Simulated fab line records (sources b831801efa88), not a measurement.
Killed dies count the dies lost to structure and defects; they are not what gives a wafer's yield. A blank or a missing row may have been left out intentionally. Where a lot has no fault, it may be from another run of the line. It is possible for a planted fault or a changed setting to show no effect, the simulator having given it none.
A struck lot beside a sound one ; flow sky130 ; 16 steps out of a route of 708
Sound: these wafers, L357.1, L357.2, L357.6. Wafers L349.2, L349.3, L349.5 were the ones struck. At the end, the cause is stated.
Order at every step that has rows: each side's tool, ch and its chambers, its first start. Under that, the readings that differ: sound wafers ; struck wafers ; difference of the means ; sigmas: that difference in standard deviations of wafers without a fault.
alike: same words and numbers on both sides, and readings whose means sit less than 2 such deviations apart. not compared: any withheld reading, any reading some wafer has no value for, any bound like >300 that may hide the same value, and any number with overlapping values for which the record gives no deviation.
The two part at a step that has a row with sigmas, a row that says differs or no value, or rows on one side only. Numbers that don't overlap but have no deviation are shown without sigmas and don't part them. A reading that every wafer of one side lacks parts them only if that side has two wafers or more.

SKY_LDD_HVP_TW_MEAS_10:
  sound: film metro-02 at day 29 03:44; struck: film metro-01 at day 26 10:30
  alike: LDD_HVP_TW
then, 7 steps without rows for these wafers: SKY_LDD_LDN_DEHYDRATE_00 (time 60 s); SKY_LDD_LDN_HMDS_01 (prime time 60 s); SKY_LDD_LDN_COAT_02 (resist thk 1140 nm); SKY_LDD_LDN_SOFTBAKE_03 (time 60 s); SKY_LDD_LDN_EXPOSE_04 (exposes mask LDNTM, target cd 700 nm); SKY_LDD_LDN_PEB_05; SKY_LDD_LDN_DEVELOP_06 (develop time 60 s).
SKY_LDD_LDN_OVL_MEAS_07:
  sound: overlay-01 at day 30 07:31; struck: overlay-01 at day 27 15:10
  alike: LDD_LDN_OVL
then, 3 steps without rows for these wafers: SKY_LDD_LDN_IMPLANT_08; SKY_LDD_LDN_IMPLANT_09; SKY_LDD_LDN_IMPLANT_10.
SKY_LDD_LDN_IMPLANT_11:
  sound on implanter-03 ch 0, day 30 07:59; struck on implanter-01, day 27 15:40
  no value came back on the struck wafers for beam energy keV, beam on s (s), end station pressure torr (Torr), rotation deg (degrees); on the sound wafers beam energy keV reads 14.997 15.002 14.994
SKY_LDD_LDN_STRIP_12: strips in O2/N2.
  sound on plasma asher-01 ch 0,1, day 30 08:08; struck on plasma asher-03 ch 0, day 27 15:47
  alike: drypump motor current A, oes product au, strip time to endpoint s
  not compared: rf hours counter h
SKY_LDD_LDN_TW_MEAS_13:
  sound: film metro-02 at day 30 08:14; struck: film metro-01 at day 27 15:54
reading;sound;struck;difference;sigmas
LDD_LDN_TW;1474 1481 1476;1340 1355 1353;-128;-14
then, 1 step without rows for these wafers: SKY_LDD_LDN_CLEAN_14 (cleans in SC1/SC2, time 150 s).

## WHERE THEY PART
Earliest at SKY_LDD_LDN_IMPLANT_11; latest, in this record, at SKY_LDD_LDN_TW_MEAS_13.

WHY: what the simulator had put in
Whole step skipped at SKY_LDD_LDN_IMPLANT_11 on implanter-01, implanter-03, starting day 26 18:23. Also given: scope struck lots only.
